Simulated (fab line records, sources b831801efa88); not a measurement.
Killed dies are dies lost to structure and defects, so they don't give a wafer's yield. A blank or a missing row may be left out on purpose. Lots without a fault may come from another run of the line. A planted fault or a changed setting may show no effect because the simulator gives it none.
A struck lot beside a sound one | flow gf180mcu | 15 steps out of a route of 602
Sound: wafers L903.3, L903.4, L903.6. Struck: wafer L896.3. (L896.6 of the same lot was not struck and is left out.) The cause comes at the end.
At each step with rows: each side's tool, then ch and its chambers, then its first start. Under that, the readings that differ: sound wafers | struck wafers | difference of the means | sigmas: that difference in standard deviations of wafers without a fault.
alike: readings whose means differ by less than 2 such deviations, and words and numbers that are the same on both sides. not compared: withheld readings, readings that some wafer has no value for, bounds like >300 that may hide the same value, and numbers for which the record gives no deviation and whose values overlap.
The two part at a step that has a row with sigmas, a row that says differs or no value, or rows on one side only. Numbers that don't overlap but have no deviation are shown without sigmas and don't part them. A reading that every wafer of one side lacks parts them only if that side has two wafers or more.

GF_M2_SPUTTER_04: material TiN, target thk 50 nm, time 41.7 s.
  sound on pvd_sputter-03, day 25 03:26; struck on pvd_sputter-03, day 22 15:37
  reading                  | sound                | struck | difference | sigmas
  chamber_pressure_pa (Pa) | 0.4010 0.3990 0.3981 | 0.4011 | +0.0017    | +2
  alike: throttle_valve_pct
GF_M2_RS_MEAS_05: measures by four-point-probe.
  sound on film_metro-02, day 25 03:30; struck on film_metro-01, day 22 15:41
  alike: M2_ALCU_RS
GF_M2_THK_MEAS_06: measures by xrf.
  sound on film_metro-02, day 25 03:36; struck on film_metro-01, day 22 15:47
  alike: M2_ALCU_THK
then, 7 steps without rows for these wafers: GF_M2_DEHYDRATE_07 (time 60 s); GF_M2_HMDS_08 (prime time 60 s); GF_M2_COAT_09 (resist thk 1000 nm); GF_M2_SOFTBAKE_10 (time 60 s); GF_M2_EXPOSE_11 (exposes mask Metal2, target cd 280 nm); GF_M2_PEB_12 (peb time 90 s); GF_M2_DEVELOP_13 (develop time 60 s).
GF_M2_CD_MEAS_14: target cd 280 nm.
  sound on cd_sem-01, day 26 00:41; struck on cd_sem-01, day 23 14:38
  reading    | sound             | struck | difference | sigmas
  cd_nm (nm) | 280.9 282.0 281.3 | 278.8  | -2.6       | -2
GF_M2_OVL_MEAS_15:
  sound on overlay-02, day 26 00:47; struck on overlay-01, day 23 14:44
  alike: M2_OVL
GF_M2_METAL_ETCH_16: etches the open film in Cl2/BCl3, stops on SiO2, target depth 750.8 nm, time 125.1 s.
  sound on rie_metal-04 ch 0,1, day 26 00:51; struck on rie_metal-03 ch 0, day 23 14:48
  reading                             | sound                | struck | difference | sigmas
  oes_product_au (a.u.)               | 0.991 1.000 0.989    | 0.798  | -0.195     | -36
  throttle_valve_pct (%)              | 28.223 28.212 28.230 | 28.435 | +0.213     | +23
  model.KrF_of_M2_COAT_09.thk_nm (nm) | 680.1 668.9 684.1    | 781.5  | +103.8     |
  alike: bias_w, drypump_motor_current_A
  not compared: rf_hours_counter_h
GF_M2_STRIP_17: strips in O2/N2.
  sound on plasma_asher-04 ch 0,1, day 26 00:58; struck on plasma_asher-02 ch 1, day 23 14:55
  reading                      | sound             | struck | difference | sigmas
  oes_product_au (a.u.)        | 0.532 0.535 0.533 | 0.582  | +0.049     | +9
  strip_time_to_endpoint_s (s) | 7.35 7.23 7.36    | 8.32   | +1.01      | +15
  alike: drypump_motor_current_A, heater_power_w
  not compared: rf_hours_counter_h
then, 1 step without rows for these wafers: GF_M2_STRIP_18 (strips in post etch residue remover, time 1200 s).

WHERE THEY PART
First at GF_M2_SPUTTER_04; last, within this record, at GF_M2_STRIP_17.

WHY: what the simulator had put in
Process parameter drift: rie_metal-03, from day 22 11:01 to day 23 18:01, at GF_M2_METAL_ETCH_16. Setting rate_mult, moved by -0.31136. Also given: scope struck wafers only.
